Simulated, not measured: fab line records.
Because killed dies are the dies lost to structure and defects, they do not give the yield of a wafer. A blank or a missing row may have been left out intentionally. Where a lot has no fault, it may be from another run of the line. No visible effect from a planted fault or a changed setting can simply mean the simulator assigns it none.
Which tool was responsible? | flow gf180mcu | 24 lots with 72 wafers sampled at 5 steps, on a route of 602 steps

== WHAT EACH GAUGE READ, for each wafer ==
GF_HV_LDD_CD_MEAS_19 targets a cd of 400 nm.
lot  | measured     | on       | cdNm (nm)
L074 | day 10 14:27 | cdSem-01 | 403.6 404.5 403.2
L075 | day 10 20:43 | cdSem-01 | 400.0 401.7 401.7
L076 | day 11 07:33 | cdSem-02 | 398.1 399.7 399.1
L077 | day 11 09:45 | cdSem-02 | 401.8 401.1 400.5
L078 | day 11 23:13 | cdSem-02 | 403.0 403.4 402.7
L079 | day 12 06:07 | cdSem-02 | 400.2 400.7 401.0
L080 | day 12 14:19 | cdSem-02 | 402.9 400.3 400.0
L081 | day 12 19:36 | cdSem-02 | 397.9 398.9 398.4
L082 | day 13 02:46 | cdSem-02 | 402.6 403.0 404.4
L083 | day 13 11:39 | cdSem-02 | 404.0 402.9 402.4
L084 | day 13 17:24 | cdSem-02 | 400.1 400.3 401.1
L085 | day 14 07:18 | cdSem-02 | 400.3 399.2 398.5
L086 | day 14 10:57 | cdSem-02 | 399.6 397.8 397.4
L087 | day 14 14:40 | cdSem-02 | 402.6 399.1 399.4
L088 | day 15 05:40 | cdSem-02 | 404.3 404.0 402.4
L090 | day 15 19:55 | cdSem-02 | 404.5 402.4 402.9
L089 | day 15 21:30 | cdSem-01 | 400.0 400.1 400.2
L091 | day 16 08:02 | cdSem-02 | 396.9 395.8 396.7
L092 | day 16 13:34 | cdSem-01 | 397.6 396.6 398.6
L093 | day 16 18:19 | cdSem-01 | 401.5 400.1 397.0
L094 | day 17 04:55 | cdSem-01 | 398.0 399.9 399.6
L095 | day 17 06:21 | cdSem-01 | 399.3 397.6 398.7
L096 | day 17 15:15 | cdSem-02 | 396.5 398.1 397.4
L097 | day 17 22:31 | cdSem-01 | 396.5 398.3 397.6

GF_M2_THK_MEAS_06: measures by xrf.
lot  | measured     | on           | M2_ALCU_THK (nm)
L074 | day 17 23:38 | filmMetro-03 | 453 469 448
L075 | day 18 06:49 | filmMetro-04 | 472 459 467
L076 | day 18 18:22 | filmMetro-04 | 464 459 451
L077 | day 19 03:02 | filmMetro-03 | 468 461 464
L078 | day 19 19:10 | filmMetro-04 | 458 457 459
L079 | day 20 03:36 | filmMetro-03 | 459 455 460
L080 | day 20 11:35 | filmMetro-01 | 460 464 454
L081 | day 20 19:38 | filmMetro-04 | 453 463 458
L082 | day 21 02:52 | filmMetro-04 | 456 450 459
L083 | day 21 12:19 | filmMetro-01 | 453 458 454
L084 | day 21 20:02 | filmMetro-04 | 452 465 452
L085 | day 22 11:40 | filmMetro-04 | 444 453 456
L086 | day 22 15:33 | filmMetro-04 | 454 460 458
L087 | day 22 20:46 | filmMetro-03 | 464 462 457
L088 | day 23 10:33 | filmMetro-03 | 446 448 454
L090 | day 24 02:04 | filmMetro-03 | 457 460 464
L089 | day 24 03:17 | filmMetro-03 | 452 446 450
L091 | day 24 16:22 | filmMetro-04 | 458 452 451
L092 | day 24 19:10 | filmMetro-01 | 457 442 448
L093 | day 25 02:36 | filmMetro-04 | 460 453 463
L094 | day 25 09:42 | filmMetro-01 | 456 459 451
L095 | day 25 11:04 | filmMetro-01 | 454 447 448
L096 | day 25 23:50 | filmMetro-04 | 449 453 450
L097 | day 26 02:33 | filmMetro-03 | 453 456 452

GF_M3_OVL_MEAS_15.
lot  | measured     | on         | M3_OVL (nm)
L074 | day 21 03:15 | overlay-01 | 5 2 4
L075 | day 21 09:39 | overlay-02 | -4 -3 -6
L076 | day 21 20:17 | overlay-01 | -1 -6 2
L077 | day 22 06:15 | overlay-02 | -5 7 -3
L078 | day 22 20:59 | overlay-02 | -8 -10 0
L079 | day 23 05:04 | overlay-02 | -2 4 7
L080 | day 23 12:56 | overlay-02 | -6 -4 -6
L081 | day 23 20:16 | overlay-01 | -3 2 -4
L082 | day 24 04:13 | overlay-01 | -3 5 -2
L083 | day 24 12:11 | overlay-02 | 1 0 1
L084 | day 24 20:29 | overlay-02 | 4 6 8
L085 | day 25 08:17 | overlay-01 | 6 -2 4
L086 | day 25 14:01 | overlay-02 | -2 8 8
L087 | day 25 21:31 | overlay-01 | -1 0 1
L088 | day 26 06:26 | overlay-01 | -6 -8 -13
L090 | day 26 22:59 | overlay-02 | 2 6 1
L089 | day 26 23:20 | overlay-01 | -3 1 -1
L091 | day 27 11:07 | overlay-02 | -3 -1 -3
L092 | day 27 13:10 | overlay-01 | 4 5 8
L093 | day 27 20:44 | overlay-01 | -5 -1 -7
L094 | day 28 03:50 | overlay-02 | 3 3 6
L095 | day 28 04:15 | overlay-01 | 5 5 15
L096 | day 28 16:08 | overlay-02 | -2 7 0
L097 | day 28 18:02 | overlay-02 | 4 -2 -5

== WHICH TOOL RAN EACH LOT (tool, then ch and the chambers of the sampled wafers, then the start) ==
lot  | GF_V1_CVD_23                 | GF_M2_SPUTTER_02
L074 | cvdW-02 ch 1, day 17 22:41   | pvdSputter-01, day 17 23:25
L075 | cvdW-01 ch 0,1, day 18 05:52 | pvdSputter-01, day 18 06:35
L076 | cvdW-02 ch 1, day 18 17:25   | pvdSputter-01, day 18 18:08
L077 | cvdW-01 ch 0,1, day 19 02:05 | pvdSputter-01, day 19 02:49
L078 | cvdW-02 ch 0,1, day 19 18:13 | pvdSputter-04, day 19 18:56
L079 | cvdW-02 ch 0,1, day 20 02:40 | pvdSputter-03, day 20 03:23
L080 | cvdW-02 ch 0,1, day 20 10:39 | pvdSputter-04, day 20 11:22
L081 | cvdW-02 ch 0,1, day 20 18:42 | pvdSputter-03, day 20 19:25
L082 | cvdW-02 ch 0,1, day 21 01:56 | pvdSputter-04, day 21 02:40
L083 | cvdW-01 ch 0,1, day 21 11:23 | pvdSputter-01, day 21 12:07
L084 | cvdW-02 ch 0,1, day 21 19:05 | pvdSputter-01, day 21 19:49
L085 | cvdW-01 ch 0, day 22 10:39   | pvdSputter-01, day 22 11:27
L086 | cvdW-01 ch 0,1, day 22 14:25 | pvdSputter-03, day 22 15:08
L087 | cvdW-02 ch 0,1, day 22 19:49 | pvdSputter-03, day 22 20:33
L088 | cvdW-01 ch 0, day 23 09:37   | pvdSputter-01, day 23 10:20
L090 | cvdW-02 ch 0,1, day 24 01:07 | pvdSputter-01, day 24 01:51
L089 | cvdW-01 ch 0,1, day 24 02:22 | pvdSputter-03, day 24 03:05
L091 | cvdW-01 ch 0,1, day 24 15:25 | pvdSputter-04, day 24 16:08
L092 | cvdW-01 ch 0,1, day 24 18:14 | pvdSputter-01, day 24 18:57
L093 | cvdW-02 ch 0,1, day 24 23:13 | pvdSputter-04, day 25 02:23
L094 | cvdW-02 ch 0,1, day 25 08:44 | pvdSputter-04, day 25 09:28
L095 | cvdW-01 ch 0,1, day 25 10:02 | pvdSputter-01, day 25 10:51
L096 | cvdW-02 ch 0,1, day 25 22:53 | pvdSputter-03, day 25 23:37
L097 | cvdW-02 ch 0,1, day 26 01:37 | pvdSputter-03, day 26 02:20
- GF_V1_CVD_23: deposits W, target thk 350 nm, time 105.05 s.
- GF_M2_SPUTTER_02: material AlCu, target thk 450 nm, time 23.9 s.

== AS READ BY THE TOOLS THEMSELVES (means over the sampled wafers that have a number; for cases with no such wafer, the mark the record gives instead) ==
GF_V1_CVD_23.
lot  | tool    | chamberPressureTorr (Torr) | heaterPowerW (W)
L074 | cvdW-02 | 39.96                      | 910
L075 | cvdW-01 | 40.02                      | 830
L076 | cvdW-02 | 39.98                      | 905
L077 | cvdW-01 | 40.01                      | 822
L078 | cvdW-02 | 40.01                      | 811
L079 | cvdW-02 | 39.98                      | 867
L080 | cvdW-02 | 39.95                      | 858
L081 | cvdW-02 | 40.07                      | 817
L082 | cvdW-02 | 40.01                      | 873
L083 | cvdW-01 | 39.95                      | 830
L084 | cvdW-02 | 39.92                      | 883
L085 | cvdW-01 | 40.00                      | 873
L086 | cvdW-01 | 40.01                      | 819
L087 | cvdW-02 | 40.03                      | 862
L088 | cvdW-01 | 39.94                      | 862
L090 | cvdW-02 | 39.88                      | 873
L089 | cvdW-01 | 39.99                      | 851
L091 | cvdW-01 | 40.05                      | 840
L092 | cvdW-01 | 39.99                      | 848
L093 | cvdW-02 | 40.09                      | 811
L094 | cvdW-02 | 39.97                      | 802
L095 | cvdW-01 | 40.02                      | 823
L096 | cvdW-02 | 39.95                      | 866
L097 | cvdW-02 | 40.03                      | 800

GF_M2_SPUTTER_02.
lot  | tool          | throttleValvePct (%)
L074 | pvdSputter-01 | 30.1
L075 | pvdSputter-01 | 30.0
L076 | pvdSputter-01 | 29.9
L077 | pvdSputter-01 | 30.5
L078 | pvdSputter-04 | 29.1
L079 | pvdSputter-03 | 29.7
L080 | pvdSputter-04 | 29.4
L081 | pvdSputter-03 | 29.6
L082 | pvdSputter-04 | 29.3
L083 | pvdSputter-01 | 30.3
L084 | pvdSputter-01 | 29.9
L085 | pvdSputter-01 | 30.3
L086 | pvdSputter-03 | 29.1
L087 | pvdSputter-03 | 29.6
L088 | pvdSputter-01 | 30.0
L090 | pvdSputter-01 | 30.2
L089 | pvdSputter-03 | 28.8
L091 | pvdSputter-04 | 28.9
L092 | pvdSputter-01 | 30.4
L093 | pvdSputter-04 | 29.4
L094 | pvdSputter-04 | 29.1
L095 | pvdSputter-01 | 30.0
L096 | pvdSputter-03 | 29.1
L097 | pvdSputter-03 | 28.6

== THE ANSWER, worked out from the rows above alone ==
Rule: the lots themselves supply what counts as usual. The widest of any qualifying gaps counts: lots, ordered by their means at a reading, are off when they make up no more than a third of the lots, leave a main group of 4 or more, and stand apart from it by 3 or more times the standard deviation of that group's means. A main group is skipped when, at the precision printed for the reading in the tables above, its means are all equal. Also off: a lot with no number at a reading for which 4 or more lots have one. Where the step has rows for the other lots, those lots are counted as sound. The gauges are gone through in route order, then the tools' own readings, and for those a lot's mean is taken as printed above. At the first step where some lot is off, the reading lying furthest off is the one used; lots without a number count as furthest.
No lot is off at any reading shown: from this, nothing can be told.

== WHAT THE SIMULATOR HAD INSERTED ==
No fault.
